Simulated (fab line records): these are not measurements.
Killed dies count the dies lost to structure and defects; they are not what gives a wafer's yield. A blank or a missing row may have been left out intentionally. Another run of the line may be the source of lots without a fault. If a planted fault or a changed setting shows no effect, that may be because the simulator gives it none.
Which of the tools did it?	flow gf180mcu	Sampling: 6 lots, 18 wafers, 3 of 602 route steps

== WHAT THE GAUGES SHOWED, per wafer ==
GF_TOP_METAL_CD_MEAS_14: the cd target is 440 nm.
lot	measured	on	cd-nm (nm)
L348	day 29 08:35	cd-sem-01	436.3 437.7 437.6
L351	day 30 03:59	cd-sem-01	441.8 440.1 443.3
L354	day 31 02:07	cd-sem-02	443.3 441.6 440.2
L358	day 32 04:26	cd-sem-02	439.9 438.8 437.3
L361	day 32 22:25	cd-sem-01	441.9 444.6 443.2
L367	day 34 06:23	cd-sem-01	438.9 439.1 438.9

== EACH LOT AND THE TOOL THAT RAN IT (in order: tool; ch and the chambers of the sampled wafers; start) ==
lot	GF_V4_STRIP_18	GF_V5_CVD_23
L348	plasma-asher-01 ch 0,1, day 25 16:37	cvd-w-02 ch 0,1, day 28 11:48
L351	plasma-asher-01 ch 0,1, day 26 15:35	cvd-w-01 ch 0,1, day 29 07:56
L354	plasma-asher-03 ch 0,1, day 27 14:35	cvd-w-01 ch 0, day 30 06:53
L358	plasma-asher-01 ch 0,1, day 28 22:28	cvd-w-01 ch 0,1, day 31 09:59
L361	plasma-asher-02 ch 0,1, day 29 16:46	cvd-w-01 ch 0,1, day 32 04:11
L367	plasma-asher-03 ch 0,1, day 31 05:58	cvd-w-02 ch 0,1, day 33 13:44
- GF_V4_STRIP_18: strips in O2/N2.
- GF_V5_CVD_23: deposits W, target thk 350 nm, time 104.9 s.

== THE ANSWER, worked out from the rows above alone ==
Rule: what is usual is taken from the lots themselves. The widest of any qualifying gaps counts: lots, ordered by their means at a reading, are off when they make up no more than a third of the lots, leave a main group of 4 or more, and stand apart from it by 3 or more times the standard deviation of that group's means. The tables above print the reading to a certain number of digits; a main group whose means all agree to those digits is not used. Also off: a lot with no number at a reading for which 4 or more lots have one. All remaining lots with rows at the step are treated as sound.
None of the lots is off at any reading shown; this tells nothing.

== WHAT HAD BEEN PUT IN BY THE SIMULATOR ==
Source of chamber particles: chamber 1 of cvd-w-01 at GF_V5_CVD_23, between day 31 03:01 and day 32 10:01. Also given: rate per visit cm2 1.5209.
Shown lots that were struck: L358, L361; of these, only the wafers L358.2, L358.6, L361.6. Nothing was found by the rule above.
